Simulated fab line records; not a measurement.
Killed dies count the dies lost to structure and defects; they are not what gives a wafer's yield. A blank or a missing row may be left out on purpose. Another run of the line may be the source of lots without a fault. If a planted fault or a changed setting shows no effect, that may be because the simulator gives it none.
Split-lot trial -- flow gf180mcu -- route with 602 steps; 5 lots, 23 wafers read

## SPLIT DETAILS
At GF_M3_SPUTTER_04 (material TiN, target thk 50 nm, time 41.7 s), the setting power_w was moved away from the recipe's 6500 W on 8 of the 23 wafers read, by -7.0% to +11.9%. The other wafers ran this setting at the recipe's value.

The reading is taken at the split's own step.

## THE READING
TiN_of_M3_SPUTTER_04.thk_nm (the simulator's own value, which no gauge read), in nm, at GF_M3_SPUTTER_04 (material TiN, target thk 50 nm, time 41.7 s). The file gives no usual value for it. Average 50.17 nm, standard deviation 0.45 nm, over the 15 wafers here run with the recipe.

wafer,"tool, chamber at the split","power_w as run, W",against the recipe,"TiN_of_M3_SPUTTER_04.thk_nm, nm",against lot-mates on the recipe
L074.2,"pvd_sputter-04, -",6500,recipe,50,-
L074.3,"pvd_sputter-04, -",6500,recipe,50.52,-
L074.4,"pvd_sputter-04, -",7273,+11.9%,56.05,+5.99
L074.5,"pvd_sputter-04, -",6500,recipe,49.66,-
L074.6,"pvd_sputter-04, -",7273,+11.9%,55.81,+5.75
L076.1,"pvd_sputter-01, -",6500,recipe,49.8,-
L076.3,"pvd_sputter-01, -",6500,recipe,50.07,-
L076.6,"pvd_sputter-01, -",6500,recipe,49.99,-
L077.1,"pvd_sputter-03, -",6500,recipe,51.07,-
L077.2,"pvd_sputter-03, -",6044,-7.0%,46.6,-4.38
L077.4,"pvd_sputter-03, -",6044,-7.0%,46.6,-4.38
L077.5,"pvd_sputter-03, -",6500,recipe,50.89,-
L077.6,"pvd_sputter-03, -",6044,-7.0%,46.23,-4.75
L079.2,"pvd_sputter-03, -",6500,recipe,50.64,-
L079.3,"pvd_sputter-03, -",6500,recipe,50.6,-
L079.4,"pvd_sputter-03, -",6500,recipe,49.84,-
L079.5,"pvd_sputter-03, -",6500,recipe,50.15,-
L079.6,"pvd_sputter-03, -",6500,recipe,49.61,-
L083.1,"pvd_sputter-04, -",6500,recipe,49.67,-
L083.2,"pvd_sputter-04, -",6819,+4.9%,52.16,+2.34
L083.3,"pvd_sputter-04, -",6819,+4.9%,52.44,+2.62
L083.4,"pvd_sputter-04, -",6819,+4.9%,52.09,+2.27
L083.5,"pvd_sputter-04, -",6500,recipe,49.97,-

THE FIT
A straight line over all 23 wafers: TiN_of_M3_SPUTTER_04.thk_nm changes by +0.49 nm for each +1% of power_w; r = +0.99; the points scatter about the line by 0.41 nm.
The same after taking each lot's own level away (the mean of its wafers on the recipe; 23 wafers): +0.543 nm for each +1%; r = +0.99; scatter 0.39 nm.
According to that fit, moving power_w by its largest amount changes the reading by 6.5 nm.
Measured against the standard deviation above, the lots' own levels, which go from 49.820 to 50.980 nm, span 2.6 times it.
Hence the lot-to-lot level has little effect on the slope; both slopes agree.
Check: with one of the wafers moved furthest among these (+11.9%) left out of the fit, the line predicts +6.4 nm for it against its lot-mates. Against them it came out at +5.99 nm.

## OTHER SPLITS APPLIED TO THESE WAFERS
Before the reading, these wafers also passed through other splits. Each is held against what the fit with the lots' levels taken away leaves over:
other split on the same wafers,wafers away from the commonest value,r with TiN_of_M3_SPUTTER_04.thk_nm (lot level and that fit taken away)
GF_V1_ETCH_17 bias_w,8,-0.03
GF_V1_CVD_23 pressure_torr,15,-0.31
GF_M2_SPUTTER_01 time_s,4,-0.24
GF_V2_CMP_04 leave_above_ref_nm,11,-0.20
GF_V2_EXPOSE_11 dose_mj,5,+0.15

## FILE'S OWN FIT
TiN_of_M3_SPUTTER_04.thk_nm changes by +0.528 nm for each +1% of power_w, r = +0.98.
